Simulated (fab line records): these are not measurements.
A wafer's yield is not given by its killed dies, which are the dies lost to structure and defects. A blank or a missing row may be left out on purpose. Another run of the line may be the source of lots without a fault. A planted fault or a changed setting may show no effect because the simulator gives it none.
Commonality check across tools    flow gf180mcu    33 wafers sampled across 11 lots

REASON IT WAS OPENED
At GF_STI_THK_MEAS_04 the reading STI_CVD_03_THK is flagged on 2 of 11 lots. Fault-free wafers read 207.6 nm, with a standard deviation of 1.9.
Rule: flag the lot when none of its wafers has a number, or when each of its wafers that has one lies beyond 4 standard deviations from that mean. The other lots count as sound.

lot   measured     on             STI_CVD_03_THK (nm), wafer by wafer  flag
L732  day 1 14:33  film metro-04  206.5 207.0 205.0                    
L735  day 2 04:35  film metro-02  208.2 209.0 209.1                    
L736  day 2 11:46  film metro-03  209.0 208.8 208.6                    
L737  day 2 16:38  film metro-04  207.3 207.3 204.8                    
L738  day 2 19:40  film metro-03  205.3 205.5 206.0                    
L739  day 3 01:51  film metro-03  206.9 206.8 206.4                    
L744  day 4 02:16  film metro-02  172.6 179.0 185.7                    FLAGGED
L747  day 4 16:34  film metro-03  160.8 159.0 160.6                    FLAGGED
L748  day 4 22:14  film metro-02  209.8 211.3 210.2                    
L752  day 5 18:14  film metro-02  205.7 203.2 204.7                    
L753  day 5 22:35  film metro-03  206.2 208.6 206.5                    
Average over the flagged lots: 169.6 nm; offset from the usual -38.0 nm, equal to -20 standard deviations.

EACH LOT AND THE TOOL IT RAN ON
The record holds 1 process step before the reading, out of a route of 602 steps. Every cell lists first the tool, next ch and the chambers used by the sampled wafers, and last the start.
lot   flag     GF_STI_CVD_03
L732           lpcvd-02 ch 1, day 1 11:34
L735           lpcvd-02 ch 0, day 2 02:34
L736           lpcvd-01 ch 1, day 2 08:47
L737           lpcvd-01 ch 1, day 2 13:39
L738           lpcvd-02 ch 1, day 2 17:40
L739           lpcvd-02 ch 1, day 2 23:52
L744  FLAGGED  lpcvd-01 ch 1, day 4 00:16
L747  FLAGGED  lpcvd-01 ch 1, day 4 14:34
L748           lpcvd-02 ch 1, day 4 20:13
L752           lpcvd-02 ch 1, day 5 16:14
L753           lpcvd-02 ch 0, day 5 20:34
These steps, and what they do:
- GF_STI_CVD_03: deposits Si3N4 from DCS/NH3, target thk 207.16 nm, time 3551 s.
- GF_STI_THK_MEAS_04

FLAGGED OVER TOTAL, TOOL BY TOOL (the gauges that took the reading come last)
step                tool           lots run  flagged  share of the flagged lots  sound lots run after its first flagged lot
GF_STI_CVD_03       lpcvd-01       4         2        all                        0
GF_STI_CVD_03       lpcvd-02       7         0        none                       -
GF_STI_THK_MEAS_04  film metro-02  4         1        some                       2 (L748,L752)
GF_STI_THK_MEAS_04  film metro-03  5         1        some                       1 (L753)
GF_STI_THK_MEAS_04  film metro-04  2         0        none                       -

WHAT THE TABLE PERMITS
In the table, 1 row covers all flagged lots: lpcvd-01 at GF_STI_CVD_03.
- lpcvd-01 at GF_STI_CVD_03: 2 of its 4 lots flagged. Last sound lot L737 at day 2 13:39, first flagged lot L744 at day 4 00:16; a fault beginning in between fits. Its own readings (spike tc centre C, zone power centre pct, zone power lower pct) fall more than 4 standard deviations out on all wafers of the flagged lots.
What remains is a single tool, lpcvd-01 at GF_STI_CVD_03.

WHAT WAS PUT IN BY THE SIMULATOR
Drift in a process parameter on lpcvd-01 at GF_STI_CVD_03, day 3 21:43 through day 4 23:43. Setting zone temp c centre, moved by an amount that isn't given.
Struck lots among those shown: L744, L747. The rule above found the same.
